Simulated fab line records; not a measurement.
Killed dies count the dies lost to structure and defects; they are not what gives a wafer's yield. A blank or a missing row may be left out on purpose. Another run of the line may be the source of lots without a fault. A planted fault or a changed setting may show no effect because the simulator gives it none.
Check for tools in common	flow sky130	14 lots, 42 wafers sampled

== THE REASON FOR OPENING IT ==
2 of 14 lots carry a flag on the reading VT_ADJUST_NCORE_TW at SKY_VT_ADJUST_NCORE_TW_MEAS_11. Wafers without a fault read 218.4, standard deviation 1.8.
Rule: a lot is flagged when every wafer of it that has a number lies more than 4 standard deviations from that mean, or none has a number. The rest of the lots are taken to be sound.

lot	measured	on	VT_ADJUST_NCORE_TW, wafer by wafer	flag
L578	day 8 15:58	film-metro-01	219.9 219.7 220.1	
L580	day 9 04:14	film-metro-04	214.8 216.1 215.6	
L588	day 11 10:47	film-metro-02	30.2 30.1 30.1	FLAGGED
L589	day 11 20:14	film-metro-02	30.1 30.0 29.9	FLAGGED
L590	day 11 23:25	film-metro-04	216.1 215.1 215.4	
L591	day 12 12:23	film-metro-04	215.1 216.1 216.0	
L593	day 12 23:29	film-metro-02	220.1 219.7 219.5	
L594	day 13 03:07	film-metro-04	216.1 218.1 217.5	
L595	day 13 10:58	film-metro-02	220.3 219.3 219.8	
L596	day 13 15:26	film-metro-01	218.7 220.2 218.0	
L598	day 14 06:25	film-metro-02	219.4 220.0 219.1	
L599	day 14 16:13	film-metro-04	217.0 218.4 217.9	
L600	day 15 02:07	film-metro-04	216.4 217.7 215.9	
L601	day 15 07:29	film-metro-01	220.4 220.6 219.8	
Flagged lots average 30.1: -188.3 relative to the usual, that is -99 or more standard deviations.

== WHICH TOOL EACH LOT WENT THROUGH ==
Before the reading, the record contains 2 process steps out of a 708-step route. Cell contents, in order: the tool; ch with the chambers the sampled wafers went through; the start.
lot	flag	SKY_VT_ADJUST_HVTP_STRIP_10	SKY_VT_ADJUST_NCORE_IMPLANT_09
L578		plasma-asher-04 ch 0,1, day 6 04:47	implanter-04 ch 0, day 8 15:44
L580		plasma-asher-04 ch 0,1, day 6 16:22	implanter-02 ch 0, day 9 04:00
L588	FLAGGED	plasma-asher-03 ch 0,1, day 8 16:55	implanter-04, day 11 10:32
L589	FLAGGED	plasma-asher-04 ch 0,1, day 9 01:07	implanter-03, day 11 20:00
L590		plasma-asher-02 ch 0,1, day 9 04:50	implanter-03 ch 0, day 11 23:11
L591		plasma-asher-03 ch 0, day 9 15:13	implanter-03 ch 0, day 12 12:08
L593		plasma-asher-04 ch 0,1, day 10 00:55	implanter-03 ch 0, day 12 23:14
L594		plasma-asher-02 ch 1, day 10 03:56	implanter-04 ch 0, day 13 02:52
L595		plasma-asher-02 ch 0,1, day 10 10:08	implanter-02 ch 0, day 13 10:44
L596		plasma-asher-02 ch 0,1, day 10 14:34	implanter-04 ch 0, day 13 15:11
L598		plasma-asher-03 ch 0,1, day 11 03:47	implanter-03 ch 0, day 14 06:10
L599		plasma-asher-04 ch 0,1, day 11 11:43	implanter-04 ch 0, day 14 15:58
L600		plasma-asher-03 ch 0,1, day 11 21:19	implanter-04 ch 0, day 15 01:53
L601		plasma-asher-02 ch 0,1, day 12 00:59	implanter-04 ch 0, day 15 07:15
What is done by these steps:
- SKY_VT_ADJUST_HVTP_STRIP_10: strips in O2/N2.
- SKY_VT_ADJUST_NCORE_IMPLANT_09
- SKY_VT_ADJUST_NCORE_TW_MEAS_11

== FLAGGED OVER TOTAL, TOOL BY TOOL (the gauges that took the reading come last) ==
step	tool	lots run	flagged	share of the flagged lots	sound lots run after its first flagged lot
SKY_VT_ADJUST_HVTP_STRIP_10	plasma-asher-02	5	0	none	-
SKY_VT_ADJUST_HVTP_STRIP_10	plasma-asher-03	4	1	some	3 (L591,L598,L600)
SKY_VT_ADJUST_HVTP_STRIP_10	plasma-asher-04	5	1	some	2 (L593,L599)
SKY_VT_ADJUST_NCORE_IMPLANT_09	implanter-02	2	0	none	-
SKY_VT_ADJUST_NCORE_IMPLANT_09	implanter-03	5	1	some	4 (L590,L591,L593,L598)
SKY_VT_ADJUST_NCORE_IMPLANT_09	implanter-04	7	1	some	5 (L594,L596,L599,L600,L601)
SKY_VT_ADJUST_NCORE_TW_MEAS_11	film-metro-01	3	0	none	-
SKY_VT_ADJUST_NCORE_TW_MEAS_11	film-metro-02	5	2	all	3 (L593,L595,L598)
SKY_VT_ADJUST_NCORE_TW_MEAS_11	film-metro-04	6	0	none	-

== WHAT THE TABLE PERMITS ==
1 row of the table ran every flagged lot: film-metro-02 at SKY_VT_ADJUST_NCORE_TW_MEAS_11.
- film-metro-02 at SKY_VT_ADJUST_NCORE_TW_MEAS_11: 2 of its 5 lots flagged. After the first flagged lot (L593, L595, L598), sound lots still ran on it; a lasting fault on the whole tool would not permit that.
There is no row in the table that ran each flagged lot and no sound lot after the first.

== WHAT THE SIMULATOR HAD PUT IN ==
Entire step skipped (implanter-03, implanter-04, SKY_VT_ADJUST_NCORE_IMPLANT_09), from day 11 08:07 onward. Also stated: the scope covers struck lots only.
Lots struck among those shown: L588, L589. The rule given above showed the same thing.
